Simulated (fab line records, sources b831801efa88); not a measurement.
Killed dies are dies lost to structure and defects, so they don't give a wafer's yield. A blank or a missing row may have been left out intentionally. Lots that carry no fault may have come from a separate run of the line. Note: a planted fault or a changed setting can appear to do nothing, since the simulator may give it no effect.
A struck lot beside a sound one / flow gf180mcu / 16 steps out of a route of 602
Sound: these wafers, L525.1, L525.4, L525.5. The struck wafers were L533.4, L533.5, L533.6. At the end, the cause is stated.
Order at every step that has rows: each side's tool, ch and its chambers, its first start. Under that, the readings that differ: sound wafers / struck wafers / difference of the means / sigmas: that difference in standard deviations of wafers without a fault.
alike: readings whose means differ by less than 2 such deviations, and words and numbers that are the same on both sides. not compared: withheld readings, readings that some wafer has no value for, bounds like >300 that may hide the same value, and numbers for which the record gives no deviation and whose values overlap.
The two part at a step that has a row with sigmas, a row that says differs or no value, or rows on one side only. When numbers do not overlap yet have no deviation, they are printed without sigmas and do not part them. A reading missing from all wafers of one side parts the sides only when that side holds two or more wafers.

first, 1 step without rows for these wafers: GF_HV_LDD_IMPLANT_09.
GF_HV_LDD_STRIP_10: strips in O2/N2.
  sound on plasmaAsher-02 ch 0,1, day 12 12:50; struck on plasmaAsher-04 ch 0,1, day 14 21:53
reading=drypumpMotorCurrentA (A); sound=5.7 5.7 6.0; struck=5.0 5.0 5.2; difference=-0.7; sigmas=-2
  alike: heaterPowerW, oesProductAu, stripTimeToEndpointS
  not compared: rfHoursCounterH
GF_HV_LDD_TW_MEAS_11:
  sound on filmMetro-04 at day 12 12:56; struck on filmMetro-03 at day 14 21:59
reading=HV_LDD_TW; sound=2403 2394 2383; struck=2443 2455 2459; difference=+59; sigmas=+2
then, 7 steps without rows for these wafers: GF_HV_LDD_DEHYDRATE_12 (time 60 s); GF_HV_LDD_HMDS_13 (prime time 60 s); GF_HV_LDD_COAT_14 (resist thk 1000 nm); GF_HV_LDD_SOFTBAKE_15 (time 60 s); GF_HV_LDD_EXPOSE_16 (exposes mask Pplus LV AREA, target cd 400 nm); GF_HV_LDD_PEB_17; GF_HV_LDD_DEVELOP_18 (develop time 60 s).
GF_HV_LDD_CD_MEAS_19 targets a cd of 400 nm.
  sound on cdSem-02 at day 13 08:36; struck on cdSem-02 at day 15 19:13
  alike: cdNm
GF_HV_LDD_OVL_MEAS_20:
  sound on overlay-02 at day 13 08:43; struck on overlay-02 at day 15 19:17
  alike: HV_LDD_01_OVL
GF_HV_LDD_IMPLANT_21:
  struck on implanter-02, day 15 19:23; sound on implanter-02 ch 0, day 13 08:45
  no value came back on the struck wafers for beamEnergyKeV, beamOnS (s); on the sound wafers beamEnergyKeV reads 25.003 24.988 24.993
GF_HV_LDD_STRIP_22: strips in O2/N2.
  sound on plasmaAsher-03 ch 0,1, day 13 08:54; struck on plasmaAsher-02 ch 0,1, day 15 19:29
  alike: drypumpMotorCurrentA, heaterPowerW, oesProductAu, stripTimeToEndpointS
  not compared: rfHoursCounterH
GF_HV_LDD_TW_MEAS_23:
  sound on filmMetro-01 at day 13 09:00; struck on filmMetro-04 at day 15 19:35
reading=HV_LDD_2_TW; sound=1045 1042 1040; struck=30 30 30; difference=-1012; sigmas=-63
then, 1 step without rows for these wafers: GF_HV_LDD_DEHYDRATE_24 (time 60 s).

WHERE THEY PART
First at GF_HV_LDD_STRIP_10; last, within this record, at GF_HV_LDD_TW_MEAS_23.

WHY: what had been put in by the simulator
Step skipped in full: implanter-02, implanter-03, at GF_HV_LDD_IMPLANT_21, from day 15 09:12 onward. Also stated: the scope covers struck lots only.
